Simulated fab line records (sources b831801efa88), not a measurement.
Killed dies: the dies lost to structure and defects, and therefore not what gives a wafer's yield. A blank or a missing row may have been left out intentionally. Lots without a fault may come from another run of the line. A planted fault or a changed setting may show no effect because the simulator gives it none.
fab line records ; flow sky130
record: lots: 14; wafers: 42; lastDay: 50
route steps=708 shown VT_ADJUST_LVTN@107 VT_ADJUST_NCORE@130 VT_ADJUST_HVTR@137 SONOS_ONO@181
lots with no fault: from the same line, run without faults
startH: the number of hours between the record's first day and the start of the first shown wafer of the lot ; waitH: hours from the lot's prior step to this one ; " identical to the entry in the row above ; L1.1+2: a single row standing in for several wafers ; - value missing, or start not given ; * or withheld: withheld ; < > ~ a bound
route shown NAME@n: NAME is a module with steps in the file, n the number in the route of the first one ; usual: mean/standard deviation taken from wafers without a fault ; same: alike in all rows ; chamber/n: place in a boat ; sites: the reading at each site ; _std_site: standard deviation across them ; _edge_site: mean of outer sites minus mean of inner sites ; radiusMm: how far each site lies from the wafer's centre ; mask NAME#n: copy n ; behind: the most recent tool/chamber to have shaped the wafer ; hold: reason for holding the lot/hours on hold/outcome of the hold ; device: whichever transistor did not switch (one of n, p or np) ; end of line: tests run on the same wafers once the route is complete ; a step without rows: its recipe alone ; killed: dies lost to structure and defects at the first sort, not the wafer's yield ; map: shows each die of a wafer: x if killed, . if not, _ if none is there
set.NAME: the setting that was run; set.NAME@STEP: the one run at that earlier step ; model.NAME: the simulator's own value behind a step, which no gauge read
route steps across a sampled set of lots; one table per step, one row per wafer
== steps ==
step: SKY_VT_ADJUST_LVTN_TW_MEAS_10
usual: VT_ADJUST_LVTN_TW: 241.0/2.6
lot.wafer;tool;chamber;startH;waitH;VT_ADJUST_LVTN_TW
L214.3;filmMetro-01;-;145.16;0.1;241.5
L214.4;filmMetro-01;-;145.16;0.1;242.4
L214.5;filmMetro-01;-;145.16;0.1;242.0
L216.2;filmMetro-01;-;157.96;0.1;242.7
L216.5;filmMetro-01;-;157.96;0.1;243.8
L216.6;filmMetro-01;-;157.96;0.1;241.9
L217.3;filmMetro-01;-;168.26;0.1;242.2
L217.4;filmMetro-01;-;168.26;0.1;240.0
L217.6;filmMetro-01;-;168.26;0.1;240.3
L218.1;filmMetro-04;-;176.09;0.1;243.9
L218.2;filmMetro-04;-;176.09;0.1;243.5
L218.4;filmMetro-04;-;176.09;0.1;245.3
L222.2;filmMetro-03;-;199.16;0.1;236.6
L222.4;filmMetro-03;-;199.16;0.1;236.3
L222.5;filmMetro-03;-;199.16;0.1;236.4
L223.1;filmMetro-01;-;201.60;0.1;242.5
L223.5;filmMetro-01;-;201.60;0.1;240.7
L223.6;filmMetro-01;-;201.60;0.1;240.7
L224.2;filmMetro-01;-;210.86;0.1;240.6
L224.3;filmMetro-01;-;210.86;0.1;240.9
L224.6;filmMetro-01;-;210.86;0.1;240.3
L227.3;filmMetro-04;-;239.02;0.1;244.0
L227.4;filmMetro-04;-;239.02;0.1;244.6
L227.5;filmMetro-04;-;239.02;0.1;244.7
L230.1;filmMetro-04;-;255.69;0.1;243.1
L230.2;filmMetro-04;-;255.69;0.1;243.5
L230.6;filmMetro-04;-;255.69;0.1;242.0
L231.2;filmMetro-01;-;259.45;0.1;241.2
L231.3;filmMetro-01;-;259.45;0.1;240.7
L231.4;filmMetro-01;-;259.45;0.1;242.0
L232.2;filmMetro-01;-;264.06;0.1;239.4
L232.3;filmMetro-01;-;264.06;0.1;240.1
L232.4;filmMetro-01;-;264.06;0.1;240.8
L233.3;filmMetro-03;-;273.92;0.1;235.7
L233.4;filmMetro-03;-;273.92;0.1;236.4
L233.5;filmMetro-03;-;273.92;0.1;236.5
L235.1;filmMetro-01;-;290.15;0.1;241.9
L235.4;filmMetro-01;-;290.15;0.1;242.2
L235.6;filmMetro-01;-;290.15;0.1;239.5
L236.1;filmMetro-04;-;294.00;0.1;245.5
L236.2;filmMetro-04;-;294.00;0.1;243.4
L236.4;filmMetro-04;-;294.00;0.1;245.1
step: SKY_VT_ADJUST_NCORE_TW_MEAS_11
usual: VT_ADJUST_NCORE_TW: 219/3.2
lot.wafer;tool;chamber;startH;waitH;VT_ADJUST_NCORE_TW
L214.3;filmMetro-04;-;186.54;0.1;221
L214.4;filmMetro-04;-;186.54;0.1;222
L214.5;filmMetro-04;-;186.54;0.1;222
L216.2;filmMetro-04;-;198.93;0.1;222
L216.5;filmMetro-04;-;198.93;0.1;221
L216.6;filmMetro-04;-;198.93;0.1;222
L217.3;filmMetro-04;-;211.05;0.1;222
L217.4;filmMetro-04;-;211.05;0.1;223
L217.6;filmMetro-04;-;211.05;0.1;221
L218.1;filmMetro-04;-;218.62;0.1;221
L218.2;filmMetro-04;-;218.62;0.1;222
L218.4;filmMetro-04;-;218.62;0.1;221
L222.2;filmMetro-04;-;245.09;0.1;220
L222.4;filmMetro-04;-;245.09;0.1;223
L222.5;filmMetro-04;-;245.09;0.1;222
L223.1;filmMetro-03;-;247.28;0.1;216
L223.5;filmMetro-03;-;247.28;0.1;214
L223.6;filmMetro-03;-;247.28;0.1;214
L224.2;filmMetro-03;-;257.09;0.1;213
L224.3;filmMetro-03;-;257.09;0.1;214
L224.6;filmMetro-03;-;257.09;0.1;213
L227.3;filmMetro-04;-;287.90;0.1;222
L227.4;filmMetro-04;-;287.90;0.1;221
L227.5;filmMetro-04;-;287.90;0.1;222
L230.1;filmMetro-04;-;304.47;0.1;222
L230.2;filmMetro-04;-;304.47;0.1;221
L230.6;filmMetro-04;-;304.47;0.1;221
L231.2;filmMetro-02;-;309.78;0.1;220
L231.3;filmMetro-02;-;309.78;0.1;219
L231.4;filmMetro-02;-;309.78;0.1;221
L232.2;filmMetro-03;-;314.53;0.1;215
L232.3;filmMetro-03;-;314.53;0.1;217
L232.4;filmMetro-03;-;314.53;0.1;215
L233.3;filmMetro-02;-;325.29;0.1;220
L233.4;filmMetro-02;-;325.29;0.1;222
L233.5;filmMetro-02;-;325.29;0.1;220
L235.1;filmMetro-04;-;343.17;0.1;223
L235.4;filmMetro-04;-;343.17;0.1;223
L235.6;filmMetro-04;-;343.17;0.1;223
L236.1;filmMetro-02;-;347.22;0.1;220
L236.2;filmMetro-02;-;347.22;0.1;221
L236.4;filmMetro-02;-;347.22;0.1;220
step: SKY_VT_ADJUST_HVTR_DEVELOP_06
recipe: developTimeS: 60; devTempC: 23
lot.wafer;tool;chamber;startH;waitH
L214.3+4+5;lithoTrack-03;0;207.36;0.1
L216.2+5+6;lithoTrack-03;0;220.69;0.1
L217.3+4+6;lithoTrack-02;0;233.42;0.1
L218.1+2+4;lithoTrack-02;0;240.57;0.1
L222.2+4+5;lithoTrack-02;0;269.25;0.1
L223.1+5+6;lithoTrack-02;0;271.27;0.1
L224.2+3+6;lithoTrack-02;0;281.05;0.1
L227.3+4+5;lithoTrack-03;0;313.11;0.1
L230.1+2+6;lithoTrack-03;0;330.06;0.1
L231.2+3+4;lithoTrack-04;0;336.18;0.1
L232.2+3+4;lithoTrack-02;0;340.95;0.1
L233.3+4+5;lithoTrack-04;0;352.21;0.1
L235.1+4+6;lithoTrack-03;0;370.01;0.1
L236.1+2+4;lithoTrack-02;0;374.32;0.1
step: SKY_VT_ADJUST_HVTR_CD_MEAS_07
recipe: targetCdNm: 380
usual: cdNm: 380.5/2.5
lot.wafer;tool;chamber;startH;waitH;cdNm
L214.3;cdSem-01;-;207.50;0.1;378.9
L214.4;cdSem-01;-;207.50;0.1;380.3
L214.5;cdSem-01;-;207.50;0.1;380.4
L216.2;cdSem-02;-;220.83;0.1;376.3
L216.5;cdSem-02;-;220.83;0.1;377.8
L216.6;cdSem-02;-;220.83;0.1;378.9
L217.3;cdSem-01;-;233.56;0.1;381.3
L217.4;cdSem-01;-;233.56;0.1;381.7
L217.6;cdSem-01;-;233.56;0.1;381.6
L218.1;cdSem-01;-;240.72;0.1;382.1
L218.2;cdSem-01;-;240.72;0.1;381.4
L218.4;cdSem-01;-;240.72;0.1;380.8
L222.2;cdSem-01;-;269.39;0.1;386.3
L222.4;cdSem-01;-;269.39;0.1;382.7
L222.5;cdSem-01;-;269.39;0.1;403.9
L223.1;cdSem-02;-;271.42;0.1;384.8
L223.5;cdSem-02;-;271.42;0.1;400.1
L223.6;cdSem-02;-;271.42;0.1;384.4
L224.2;cdSem-01;-;281.19;0.1;382.0
L224.3;cdSem-01;-;281.19;0.1;398.3
L224.6;cdSem-01;-;281.19;0.1;379.7
L227.3;cdSem-02;-;313.25;0.1;379.5
L227.4;cdSem-02;-;313.25;0.1;380.4
L227.5;cdSem-02;-;313.25;0.1;377.4
L230.1;cdSem-01;-;330.21;0.1;379.3
L230.2;cdSem-01;-;330.21;0.1;372.9
L230.6;cdSem-01;-;330.21;0.1;377.2
L231.2;cdSem-01;-;336.33;0.1;382.4
L231.3;cdSem-01;-;336.33;0.1;382.3
L231.4;cdSem-01;-;336.33;0.1;383.4
L232.2;cdSem-02;-;341.09;0.1;385.0
L232.3;cdSem-02;-;341.09;0.1;381.4
L232.4;cdSem-02;-;341.09;0.1;383.5
L233.3;cdSem-01;-;352.35;0.1;382.0
L233.4;cdSem-01;-;352.35;0.1;382.2
L233.5;cdSem-01;-;352.35;0.1;381.4
L235.1;cdSem-02;-;370.16;0.1;382.2
L235.4;cdSem-02;-;370.16;0.1;380.8
L235.6;cdSem-02;-;370.16;0.1;381.5
L236.1;cdSem-02;-;374.47;0.1;384.0
L236.2;cdSem-02;-;374.47;0.1;383.5
L236.4;cdSem-02;-;374.47;0.1;383.4
step: SKY_SONOS_ONO_CD_MEAS_13
recipe: targetCdNm: 410
usual: cdNm: 410.4/1.7
lot.wafer;tool;chamber;startH;waitH;cdNm
L214.3;cdSem-02;-;283.50;0.1;412.5
L214.4;cdSem-02;-;283.50;0.1;413.2
L214.5;cdSem-02;-;283.50;0.1;412.6
L216.2;cdSem-02;-;299.04;0.1;410.6
L216.5;cdSem-02;-;299.04;0.1;409.8
L216.6;cdSem-02;-;299.04;0.1;410.5
L217.3;cdSem-02;-;316.65;0.1;411.6
L217.4;cdSem-02;-;316.65;0.1;410.0
L217.6;cdSem-02;-;316.65;0.1;411.1
L218.1;cdSem-02;-;323.37;0.1;410.2
L218.2;cdSem-02;-;323.37;0.1;409.8
L218.4;cdSem-02;-;323.37;0.1;411.0
L222.2;cdSem-02;-;352.89;0.1;409.5
L222.4;cdSem-02;-;352.89;0.1;407.7
L222.5;cdSem-02;-;352.89;0.1;409.2
L223.1;cdSem-02;-;355.32;0.1;411.8
L223.5;cdSem-02;-;355.32;0.1;411.9
L223.6;cdSem-02;-;355.32;0.1;409.5
L224.2;cdSem-02;-;365.98;0.1;411.9
L224.3;cdSem-02;-;365.98;0.1;411.1
L224.6;cdSem-02;-;365.98;0.1;411.7
L227.3;cdSem-01;-;403.20;0.1;408.8
L227.4;cdSem-01;-;403.20;0.1;411.0
L227.5;cdSem-01;-;403.20;0.1;410.2
L230.1;cdSem-02;-;423.27;0.1;411.8
L230.2;cdSem-02;-;423.27;0.1;411.2
L230.6;cdSem-02;-;423.27;0.1;412.0
L231.2;cdSem-01;-;430.58;0.1;411.1
L231.3;cdSem-01;-;430.58;0.1;408.0
L231.4;cdSem-01;-;430.58;0.1;412.5
L232.2;cdSem-02;-;434.13;0.1;408.5
L232.3;cdSem-02;-;434.13;0.1;410.0
L232.4;cdSem-02;-;434.13;0.1;409.5
L233.3;cdSem-02;-;446.85;0.1;406.2
L233.4;cdSem-02;-;446.85;0.1;407.9
L233.5;cdSem-02;-;446.85;0.1;408.4
L235.1;cdSem-02;-;468.37;0.1;407.3
L235.4;cdSem-02;-;468.37;0.1;409.4
L235.6;cdSem-02;-;468.37;0.1;407.5
L236.1;cdSem-01;-;471.22;0.1;410.2
L236.2;cdSem-01;-;471.22;0.1;410.9
L236.4;cdSem-01;-;471.22;0.1;409.8
== key ==
firstSign: step: SKY_VT_ADJUST_HVTR_CD_MEAS_07; reading: cdNm; direction: up; sigmas: 8; usual: 380.5; struck: 400.7
effect none on later readings
metAt SKY_VT_ADJUST_HVTR_DEVELOP_06
struckLots L222,L223,L224
struckWafers L222.5,L223.5,L224.3
testerLeftOut L222,L223,L224
notActingAt SKY_VT_ADJUST_LVTN_TW_MEAS_10,SKY_VT_ADJUST_NCORE_TW_MEAS_11,SKY_SONOS_ONO_CD_MEAS_13
onsetBetween 240.57 269.25
fault: kind: processParameterDrift; tool: lithoTrack-02; chamber: -; onsetH: 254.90; steps: SKY_VT_ADJUST_HVTR_DEVELOP_06; channel: developTimeS; offset: *; shape: step; endH: 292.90; scope: struckWafersOnly; actsIn: *; stated: *
testerLeftOut: of these lots the tester's yield and bins aren't shown, on N5 and GAA mostly nor the transistor test; their killed dies are dies lost to structure and defects alone, not to doping, threshold or leakage, so they don't give the yield
